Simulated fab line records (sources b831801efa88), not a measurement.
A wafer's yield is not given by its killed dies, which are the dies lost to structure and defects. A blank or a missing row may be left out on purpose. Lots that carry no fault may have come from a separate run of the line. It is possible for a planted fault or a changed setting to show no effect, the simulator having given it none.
fab line records :: flow sky130 :: part 2 of 2: steps 30 to 40 of 40
record
  lots=5
  wafers=15
  last_day=50
route steps=708 shown VT_ADJUST_PCH@144 SONOS_TUNNEL@154 SONOS_ONO@168
lots that met no fault: taken from a fault-free run of the same line
start_h: hours from the record's opening day to when the first of the lot's shown wafers began :: wait_h: how many hours have passed since the lot's step before this one :: " unchanged from the row above :: L1.1+2: several wafers, shown together as one row :: - no value present, or no start provided :: * or withheld: withheld :: < > ~ a bound
route shown NAME@n: names a module that has steps shown in the file, with the first one's number in the route :: usual: mean/standard deviation taken from wafers without a fault :: same: alike in all rows :: chamber/n: place in a boat :: sites: per-site readings :: _std_site: standard deviation across them :: _edge_site: mean of outer sites minus mean of inner sites :: radius_mm: how far each site lies from the wafer's centre :: mask NAME#n: copy n :: behind: the last tool/chamber to shape the wafer :: hold: cause of the lot's hold/its duration in hours/its outcome :: device: whichever transistor did not switch (one of n, p or np) :: end of line: the route-end tests of the same wafers :: a step given without rows: its recipe and nothing more :: killed: at the first sort, the dies lost to defects and structure; wafer yield is something else :: map: the dies of a wafer, with x for killed, . for not killed, _ for no die there
set.NAME: the setting the step ran with; set.NAME@STEP: the setting that earlier step ran with :: model.NAME: the simulator's own value behind a step, which no gauge read
lots seen at some steps along the route; tables by step, rows by wafer
services: when a tool's chamber went out of use (start_h, in hours from the record's first day, below 0 if earlier), for how many hours, and the reason
## steps
# step SKY_SONOS_ONO_THK_MEAS_05
# recipe
  reads=SiO2_of_SONOS_ONO_CVD_04
# usual
  SONOS_ONO_CVD_04_THK=5.77/0.11
lot.wafer: L074.1
tool: film_metro-01
chamber: -
start_h: 259.42
wait_h: 0.0
SONOS_ONO_CVD_04_THK[nm]: 5.60

lot.wafer: L074.4
tool: film_metro-01
chamber: -
start_h: 259.42
wait_h: 0.0
SONOS_ONO_CVD_04_THK[nm]: 5.67

lot.wafer: L074.5
tool: film_metro-01
chamber: -
start_h: 259.42
wait_h: 0.0
SONOS_ONO_CVD_04_THK[nm]: 5.66

lot.wafer: L076.1
tool: film_metro-04
chamber: -
start_h: 272.36
wait_h: 0.0
SONOS_ONO_CVD_04_THK[nm]: 5.65

lot.wafer: L076.4
tool: film_metro-04
chamber: -
start_h: 272.36
wait_h: 0.0
SONOS_ONO_CVD_04_THK[nm]: 5.57

lot.wafer: L076.5
tool: film_metro-04
chamber: -
start_h: 272.36
wait_h: 0.0
SONOS_ONO_CVD_04_THK[nm]: 5.63

lot.wafer: L084.2
tool: film_metro-04
chamber: -
start_h: 337.28
wait_h: 0.0
SONOS_ONO_CVD_04_THK[nm]: 5.79

lot.wafer: L084.3
tool: film_metro-04
chamber: -
start_h: 337.28
wait_h: 0.0
SONOS_ONO_CVD_04_THK[nm]: 5.86

lot.wafer: L084.4
tool: film_metro-04
chamber: -
start_h: 337.28
wait_h: 0.0
SONOS_ONO_CVD_04_THK[nm]: 5.86

lot.wafer: L086.1
tool: film_metro-04
chamber: -
start_h: 347.35
wait_h: 0.0
SONOS_ONO_CVD_04_THK[nm]: 5.82

lot.wafer: L086.3
tool: film_metro-04
chamber: -
start_h: 347.35
wait_h: 0.0
SONOS_ONO_CVD_04_THK[nm]: 5.82

lot.wafer: L086.4
tool: film_metro-04
chamber: -
start_h: 347.35
wait_h: 0.0
SONOS_ONO_CVD_04_THK[nm]: 5.82

lot.wafer: L097.1
tool: film_metro-04
chamber: -
start_h: 441.61
wait_h: 0.0
SONOS_ONO_CVD_04_THK[nm]: 5.75

lot.wafer: L097.2
tool: film_metro-04
chamber: -
start_h: 441.61
wait_h: 0.0
SONOS_ONO_CVD_04_THK[nm]: 5.85

lot.wafer: L097.3
tool: film_metro-04
chamber: -
start_h: 441.61
wait_h: 0.0
SONOS_ONO_CVD_04_THK[nm]: 5.77
# step SKY_SONOS_ONO_DEHYDRATE_06
# recipe
  temp_c=200
  time_s=60
# usual
  heater_power_total_W=160.37/0.12
lot.wafer: L074.1
tool: litho_track-02
chamber: 0
start_h: 271.29
wait_h: 11.9
heater_power_total_W: 160.63

lot.wafer: L074.4
tool: litho_track-02
chamber: 0
start_h: 271.29
wait_h: 11.9
heater_power_total_W: 160.21

lot.wafer: L074.5
tool: litho_track-02
chamber: 0
start_h: 271.29
wait_h: 11.9
heater_power_total_W: 160.54

lot.wafer: L076.1
tool: litho_track-02
chamber: 0
start_h: 283.54
wait_h: 11.2
heater_power_total_W: 160.29

lot.wafer: L076.4
tool: litho_track-02
chamber: 0
start_h: 283.54
wait_h: 11.2
heater_power_total_W: 160.36

lot.wafer: L076.5
tool: litho_track-02
chamber: 0
start_h: 283.54
wait_h: 11.2
heater_power_total_W: 160.38

lot.wafer: L084.2
tool: litho_track-01
chamber: 0
start_h: 350.81
wait_h: 13.5
heater_power_total_W: 160.60

lot.wafer: L084.3
tool: litho_track-01
chamber: 0
start_h: 350.81
wait_h: 13.5
heater_power_total_W: 160.48

lot.wafer: L084.4
tool: litho_track-01
chamber: 0
start_h: 350.81
wait_h: 13.5
heater_power_total_W: 160.25

lot.wafer: L086.1
tool: litho_track-03
chamber: 0
start_h: 360.50
wait_h: 13.1
heater_power_total_W: 160.49

lot.wafer: L086.3
tool: litho_track-03
chamber: 0
start_h: 360.50
wait_h: 13.1
heater_power_total_W: 160.33

lot.wafer: L086.4
tool: litho_track-03
chamber: 0
start_h: 360.50
wait_h: 13.1
heater_power_total_W: 160.40

lot.wafer: L097.1
tool: litho_track-03
chamber: 0
start_h: 456.75
wait_h: 15.1
heater_power_total_W: 160.43

lot.wafer: L097.2
tool: litho_track-03
chamber: 0
start_h: 456.75
wait_h: 15.1
heater_power_total_W: 160.39

lot.wafer: L097.3
tool: litho_track-03
chamber: 0
start_h: 456.75
wait_h: 15.1
heater_power_total_W: 160.66
# step SKY_SONOS_ONO_HMDS_07
# recipe
  prime_time_s=60
  prime_temp_c=120
lot.wafer: L074.1+4+5
tool: litho_track-02
chamber: 0
start_h: 271.44
wait_h: 0.1

lot.wafer: L076.1+4+5
tool: litho_track-02
chamber: 0
start_h: 283.69
wait_h: 0.1

lot.wafer: L084.2+3+4
tool: litho_track-01
chamber: 0
start_h: 350.96
wait_h: 0.1

lot.wafer: L086.1+3+4
tool: litho_track-03
chamber: 0
start_h: 360.65
wait_h: 0.1

lot.wafer: L097.1+2+3
tool: litho_track-03
chamber: 0
start_h: 456.90
wait_h: 0.1
# step SKY_SONOS_ONO_COAT_08
# recipe
  resist=NOVOLAK
  spin_rpm=3000
  resist_thk_nm=1140
lot.wafer: L074.1+4+5
tool: litho_track-02
chamber: 0
start_h: 271.59
wait_h: 0.1

lot.wafer: L076.1+4+5
tool: litho_track-02
chamber: 0
start_h: 283.84
wait_h: 0.1

lot.wafer: L084.2+3+4
tool: litho_track-01
chamber: 0
start_h: 351.11
wait_h: 0.1

lot.wafer: L086.1+3+4
tool: litho_track-03
chamber: 0
start_h: 360.80
wait_h: 0.1

lot.wafer: L097.1+2+3
tool: litho_track-03
chamber: 0
start_h: 457.05
wait_h: 0.1
# step SKY_SONOS_ONO_SOFTBAKE_09
# recipe
  temp_c=90
  time_s=60
  resist=NOVOLAK
# usual
  heater_power_total_W=56.60/0.041
lot.wafer: L074.1
tool: litho_track-02
chamber: 0
start_h: 271.74
wait_h: 0.1
heater_power_total_W: 56.57

lot.wafer: L074.4
tool: litho_track-02
chamber: 0
start_h: 271.74
wait_h: 0.1
heater_power_total_W: 56.64

lot.wafer: L074.5
tool: litho_track-02
chamber: 0
start_h: 271.74
wait_h: 0.1
heater_power_total_W: 56.55

lot.wafer: L076.1
tool: litho_track-02
chamber: 0
start_h: 283.99
wait_h: 0.1
heater_power_total_W: 56.69

lot.wafer: L076.4
tool: litho_track-02
chamber: 0
start_h: 283.99
wait_h: 0.1
heater_power_total_W: 56.64

lot.wafer: L076.5
tool: litho_track-02
chamber: 0
start_h: 283.99
wait_h: 0.1
heater_power_total_W: 56.54

lot.wafer: L084.2
tool: litho_track-01
chamber: 0
start_h: 351.26
wait_h: 0.1
heater_power_total_W: 56.58

lot.wafer: L084.3
tool: litho_track-01
chamber: 0
start_h: 351.26
wait_h: 0.1
heater_power_total_W: 56.54

lot.wafer: L084.4
tool: litho_track-01
chamber: 0
start_h: 351.26
wait_h: 0.1
heater_power_total_W: 56.59

lot.wafer: L086.1
tool: litho_track-03
chamber: 0
start_h: 360.95
wait_h: 0.1
heater_power_total_W: 56.61

lot.wafer: L086.3
tool: litho_track-03
chamber: 0
start_h: 360.95
wait_h: 0.1
heater_power_total_W: 56.71

lot.wafer: L086.4
tool: litho_track-03
chamber: 0
start_h: 360.95
wait_h: 0.1
heater_power_total_W: 56.61

lot.wafer: L097.1
tool: litho_track-03
chamber: 0
start_h: 457.20
wait_h: 0.1
heater_power_total_W: 56.61

lot.wafer: L097.2
tool: litho_track-03
chamber: 0
start_h: 457.20
wait_h: 0.1
heater_power_total_W: 56.58

lot.wafer: L097.3
tool: litho_track-03
chamber: 0
start_h: 457.20
wait_h: 0.1
heater_power_total_W: 56.65
# step SKY_SONOS_ONO_EXPOSE_10
# recipe
  mask_id=ONOM
  target_cd_nm=410
  na=0.6
  source_shape=conventional
  sigma_outer=0.6
  dose_mj=150
# same
  na=0.6
lot.wafer: L074.1+4+5
tool: iline_stepper-02
chamber: 0
start_h: -
wait_h: -
mask: ONOM#0

lot.wafer: L076.1+4+5
tool: iline_stepper-02
chamber: 0
start_h: -
wait_h: -
mask: ONOM#0

lot.wafer: L084.2+3+4
tool: iline_stepper-02
chamber: 0
start_h: -
wait_h: -
mask: ONOM#0

lot.wafer: L086.1+3+4
tool: iline_stepper-02
chamber: 0
start_h: -
wait_h: -
mask: ONOM#0

lot.wafer: L097.1+2+3
tool: iline_stepper-02
chamber: 0
start_h: -
wait_h: -
mask: ONOM#0
# step SKY_SONOS_ONO_PEB_11
# recipe
  temp_c=withheld
  time_s=*
  resist=NOVOLAK
lot.wafer: L074.1+4+5
tool: litho_track-02
chamber: 0
start_h: -
wait_h: -

lot.wafer: L076.1+4+5
tool: litho_track-02
chamber: 0
start_h: -
wait_h: -

lot.wafer: L084.2+3+4
tool: litho_track-03
chamber: 0
start_h: -
wait_h: -

lot.wafer: L086.1+3+4
tool: litho_track-03
chamber: 0
start_h: -
wait_h: -

lot.wafer: L097.1+2+3
tool: litho_track-03
chamber: 0
start_h: -
wait_h: -
# step SKY_SONOS_ONO_DEVELOP_12
# recipe
  develop_time_s=60
  dev_temp_c=23
# usual
  developer_temp_C=23.00/0.11
# same
  develop_time_s=60
lot.wafer: L074.1
tool: litho_track-02
chamber: 0
start_h: 283.39
wait_h: 0.1
developer_temp_C: 23.04

lot.wafer: L074.4
tool: litho_track-02
chamber: 0
start_h: 283.39
wait_h: 0.1
developer_temp_C: 23.01

lot.wafer: L074.5
tool: litho_track-02
chamber: 0
start_h: 283.39
wait_h: 0.1
developer_temp_C: 22.83

lot.wafer: L076.1
tool: litho_track-02
chamber: 0
start_h: 296.49
wait_h: 0.1
developer_temp_C: 23.12

lot.wafer: L076.4
tool: litho_track-02
chamber: 0
start_h: 296.49
wait_h: 0.1
developer_temp_C: 23.00

lot.wafer: L076.5
tool: litho_track-02
chamber: 0
start_h: 296.49
wait_h: 0.1
developer_temp_C: 23.16

lot.wafer: L084.2
tool: litho_track-03
chamber: 0
start_h: 365.33
wait_h: 0.1
developer_temp_C: 23.13

lot.wafer: L084.3
tool: litho_track-03
chamber: 0
start_h: 365.33
wait_h: 0.1
developer_temp_C: 23.05

lot.wafer: L084.4
tool: litho_track-03
chamber: 0
start_h: 365.33
wait_h: 0.1
developer_temp_C: 23.18

lot.wafer: L086.1
tool: litho_track-03
chamber: 0
start_h: 374.30
wait_h: 0.1
developer_temp_C: 23.16

lot.wafer: L086.3
tool: litho_track-03
chamber: 0
start_h: 374.30
wait_h: 0.1
developer_temp_C: 23.21

lot.wafer: L086.4
tool: litho_track-03
chamber: 0
start_h: 374.30
wait_h: 0.1
developer_temp_C: 23.08

lot.wafer: L097.1
tool: litho_track-03
chamber: 0
start_h: 472.20
wait_h: 0.1
developer_temp_C: 23.04

lot.wafer: L097.2
tool: litho_track-03
chamber: 0
start_h: 472.20
wait_h: 0.1
developer_temp_C: 22.85

lot.wafer: L097.3
tool: litho_track-03
chamber: 0
start_h: 472.20
wait_h: 0.1
developer_temp_C: 22.81
# step SKY_SONOS_ONO_CD_MEAS_13
# recipe
  target_cd_nm=410
# usual
  cd_nm=410.4/2.2
lot.wafer: L074.1
tool: cd_sem-01
chamber: -
start_h: 283.54
wait_h: 0.1
cd_nm: 411.3

lot.wafer: L074.4
tool: cd_sem-01
chamber: -
start_h: 283.54
wait_h: 0.1
cd_nm: 410.6

lot.wafer: L074.5
tool: cd_sem-01
chamber: -
start_h: 283.54
wait_h: 0.1
cd_nm: 409.6

lot.wafer: L076.1
tool: cd_sem-02
chamber: -
start_h: 296.64
wait_h: 0.1
cd_nm: 412.4

lot.wafer: L076.4
tool: cd_sem-02
chamber: -
start_h: 296.64
wait_h: 0.1
cd_nm: 411.2

lot.wafer: L076.5
tool: cd_sem-02
chamber: -
start_h: 296.64
wait_h: 0.1
cd_nm: 411.5

lot.wafer: L084.2
tool: cd_sem-02
chamber: -
start_h: 365.47
wait_h: 0.1
cd_nm: 411.6

lot.wafer: L084.3
tool: cd_sem-02
chamber: -
start_h: 365.47
wait_h: 0.1
cd_nm: 412.3

lot.wafer: L084.4
tool: cd_sem-02
chamber: -
start_h: 365.47
wait_h: 0.1
cd_nm: 408.7

lot.wafer: L086.1
tool: cd_sem-01
chamber: -
start_h: 374.45
wait_h: 0.1
cd_nm: 409.8

lot.wafer: L086.3
tool: cd_sem-01
chamber: -
start_h: 374.45
wait_h: 0.1
cd_nm: 412.1

lot.wafer: L086.4
tool: cd_sem-01
chamber: -
start_h: 374.45
wait_h: 0.1
cd_nm: 408.0

lot.wafer: L097.1
tool: cd_sem-01
chamber: -
start_h: 472.35
wait_h: 0.1
cd_nm: 408.8

lot.wafer: L097.2
tool: cd_sem-01
chamber: -
start_h: 472.35
wait_h: 0.1
cd_nm: 410.0

lot.wafer: L097.3
tool: cd_sem-01
chamber: -
start_h: 472.35
wait_h: 0.1
cd_nm: 409.8
# step SKY_SONOS_ONO_OVL_MEAS_14
# usual
  SONOS_ONO_OVL=-0.4/1.5
lot.wafer: L074.1
tool: overlay-01
chamber: -
start_h: 283.66
wait_h: 0.1
SONOS_ONO_OVL[nm]: 4.1

lot.wafer: L074.4
tool: overlay-01
chamber: -
start_h: 283.66
wait_h: 0.1
SONOS_ONO_OVL[nm]: 1.0

lot.wafer: L074.5
tool: overlay-01
chamber: -
start_h: 283.66
wait_h: 0.1
SONOS_ONO_OVL[nm]: 2.8

lot.wafer: L076.1
tool: overlay-01
chamber: -
start_h: 296.76
wait_h: 0.1
SONOS_ONO_OVL[nm]: -1.3

lot.wafer: L076.4
tool: overlay-01
chamber: -
start_h: 296.76
wait_h: 0.1
SONOS_ONO_OVL[nm]: -1.7

lot.wafer: L076.5
tool: overlay-01
chamber: -
start_h: 296.76
wait_h: 0.1
SONOS_ONO_OVL[nm]: -3.1

lot.wafer: L084.2
tool: overlay-02
chamber: -
start_h: 365.58
wait_h: 0.1
SONOS_ONO_OVL[nm]: -1.4

lot.wafer: L084.3
tool: overlay-02
chamber: -
start_h: 365.58
wait_h: 0.1
SONOS_ONO_OVL[nm]: -1.1

lot.wafer: L084.4
tool: overlay-02
chamber: -
start_h: 365.58
wait_h: 0.1
SONOS_ONO_OVL[nm]: 1.1

lot.wafer: L086.1
tool: overlay-02
chamber: -
start_h: 374.57
wait_h: 0.1
SONOS_ONO_OVL[nm]: 0.8

lot.wafer: L086.3
tool: overlay-02
chamber: -
start_h: 374.57
wait_h: 0.1
SONOS_ONO_OVL[nm]: 0.0

lot.wafer: L086.4
tool: overlay-02
chamber: -
start_h: 374.57
wait_h: 0.1
SONOS_ONO_OVL[nm]: 0.9

lot.wafer: L097.1
tool: overlay-01
chamber: -
start_h: 472.47
wait_h: 0.1
SONOS_ONO_OVL[nm]: 1.8

lot.wafer: L097.2
tool: overlay-01
chamber: -
start_h: 472.47
wait_h: 0.1
SONOS_ONO_OVL[nm]: -0.1

lot.wafer: L097.3
tool: overlay-01
chamber: -
start_h: 472.47
wait_h: 0.1
SONOS_ONO_OVL[nm]: 1.2
# step SKY_SONOS_ONO_ETCH_15
# recipe
  target_depth_nm=19.52
  chemistry=CHF3/O2
  source_w=600
  bias_w=200
  pressure_mtorr=40
  chf3_flow_sccm=50
  O2_flow_sccm=5
  time_s=7.8
# usual
  chf3_flow_sccm=50.01/0.16
  drypump_motor_current_A=5.5/0.41
  oes_product_au=1.001/0.015
  throttle_valve_pct=8.826/0.0098
lot.wafer: L074.1
tool: rie_diel-02
chamber: 1
start_h: 283.69
wait_h: 0.0
chf3_flow_sccm: 50.02
drypump_motor_current_A: 5.8
oes_product_au: 0.977
rf_hours_counter_h: 35
throttle_valve_pct: 8.825

lot.wafer: L074.4
tool: rie_diel-02
chamber: 2
start_h: 283.69
wait_h: 0.0
chf3_flow_sccm: 49.70
drypump_motor_current_A: 5.6
oes_product_au: 1.000
rf_hours_counter_h: 6
throttle_valve_pct: 8.808

lot.wafer: L074.5
tool: rie_diel-02
chamber: 0
start_h: 283.69
wait_h: 0.0
chf3_flow_sccm: 49.88
drypump_motor_current_A: 5.2
oes_product_au: 1.004
rf_hours_counter_h: -
throttle_valve_pct: 8.834

lot.wafer: L076.1
tool: rie_diel-04
chamber: 0
start_h: 296.79
wait_h: 0.0
chf3_flow_sccm: 49.96
drypump_motor_current_A: 5.7
oes_product_au: 0.962
rf_hours_counter_h: 116
throttle_valve_pct: 8.808

lot.wafer: L076.4
tool: rie_diel-04
chamber: 1
start_h: 296.79
wait_h: 0.0
chf3_flow_sccm: 49.96
drypump_motor_current_A: 6.0
oes_product_au: 1.015
rf_hours_counter_h: -
throttle_valve_pct: 8.835

lot.wafer: L076.5
tool: rie_diel-04
chamber: 3
start_h: 296.79
wait_h: 0.0
chf3_flow_sccm: 50.06
drypump_motor_current_A: 6.0
oes_product_au: 0.983
rf_hours_counter_h: -
throttle_valve_pct: 8.833

lot.wafer: L084.2
tool: rie_diel-02
chamber: 3
start_h: 365.61
wait_h: 0.0
chf3_flow_sccm: 49.91
drypump_motor_current_A: 5.3
oes_product_au: 1.024
rf_hours_counter_h: 4
throttle_valve_pct: 8.835

lot.wafer: L084.3
tool: rie_diel-02
chamber: 3
start_h: 365.61
wait_h: 0.0
chf3_flow_sccm: 50.00
drypump_motor_current_A: 5.3
oes_product_au: 1.016
rf_hours_counter_h: -
throttle_valve_pct: 8.821

lot.wafer: L084.4
tool: rie_diel-02
chamber: 1
start_h: 365.61
wait_h: 0.0
chf3_flow_sccm: 49.80
drypump_motor_current_A: 5.8
oes_product_au: 0.998
rf_hours_counter_h: -
throttle_valve_pct: 8.830

lot.wafer: L086.1
tool: rie_diel-02
chamber: 1
start_h: 374.61
wait_h: 0.0
chf3_flow_sccm: 50.30
drypump_motor_current_A: 5.8
oes_product_au: 0.999
rf_hours_counter_h: 36
throttle_valve_pct: 8.821

lot.wafer: L086.3
tool: rie_diel-02
chamber: 3
start_h: 374.61
wait_h: 0.0
chf3_flow_sccm: 49.97
drypump_motor_current_A: 5.3
oes_product_au: 1.025
rf_hours_counter_h: -
throttle_valve_pct: 8.839

lot.wafer: L086.4
tool: rie_diel-02
chamber: 1
start_h: 374.61
wait_h: 0.0
chf3_flow_sccm: 50.11
drypump_motor_current_A: 5.8
oes_product_au: 1.013
rf_hours_counter_h: -
throttle_valve_pct: 8.820

lot.wafer: L097.1
tool: rie_diel-02
chamber: 2
start_h: 472.51
wait_h: 0.0
chf3_flow_sccm: 50.02
drypump_motor_current_A: 5.6
oes_product_au: 0.998
rf_hours_counter_h: 8
throttle_valve_pct: 8.830

lot.wafer: L097.2
tool: rie_diel-02
chamber: 3
start_h: 472.51
wait_h: 0.0
chf3_flow_sccm: 49.96
drypump_motor_current_A: 5.3
oes_product_au: 1.030
rf_hours_counter_h: 6
throttle_valve_pct: 8.832

lot.wafer: L097.3
tool: rie_diel-02
chamber: 1
start_h: 472.51
wait_h: 0.0
chf3_flow_sccm: 49.83
drypump_motor_current_A: 5.8
oes_product_au: 1.002
rf_hours_counter_h: 37
throttle_valve_pct: 8.818
## services
tool: wet_bench-02
chamber: -
start_h: 193.41
hours: 0.6
kind: repair

tool: implanter-03
chamber: -
start_h: 195.21
hours: 3.8
kind: repair

tool: rie_diel-02
chamber: -
start_h: 195.97
hours: 0.8
kind: repair

tool: iline_stepper-01
chamber: -
start_h: 198.61
hours: 1.7
kind: pm

tool: rie_diel-02
chamber: -
start_h: 201.14
hours: 0.9
kind: repair

tool: lpcvd-02
chamber: -
start_h: 209.26
hours: 2.8
kind: pm

tool: implanter-01
chamber: -
start_h: 214.59
hours: 1.6
kind: repair

tool: iline_stepper-01
chamber: -
start_h: 217.94
hours: 3.1
kind: repair

tool: furnace-01
chamber: -
start_h: 229.50
hours: 3.2
kind: repair

tool: rie_diel-02
chamber: 2
start_h: 260.59
hours: 4.0
kind: repair

tool: wet_bench-01
chamber: -
start_h: 264.43
hours: 1.2
kind: repair

tool: furnace-01
chamber: -
start_h: 279.22
hours: 4.0
kind: pm

tool: iline_stepper-02
chamber: -
start_h: 293.77
hours: 1.7
kind: pm

tool: wet_bench-03
chamber: -
start_h: 298.81
hours: 2.6
kind: repair

tool: wet_bench-03
chamber: -
start_h: 315.43
hours: 2.3
kind: repair

tool: lpcvd-02
chamber: -
start_h: 315.61
hours: 4.3
kind: pm

tool: lpcvd-02
chamber: -
start_h: 319.94
hours: 6.0
kind: pm

tool: iline_stepper-01
chamber: -
start_h: 350.65
hours: 8.9
kind: pm

tool: rie_diel-02
chamber: 2
start_h: 363.52
hours: 13.4
kind: repair

tool: implanter-04
chamber: -
start_h: 375.59
hours: 8.3
kind: repair

tool: furnace-01
chamber: -
start_h: 407.01
hours: 4.1
kind: pm

tool: iline_stepper-01
chamber: -
start_h: 416.90
hours: 1.7
kind: pm

tool: implanter-04
chamber: -
start_h: 442.53
hours: 3.9
kind: pm

tool: furnace-01
chamber: -
start_h: 446.72
hours: 2.7
kind: pm
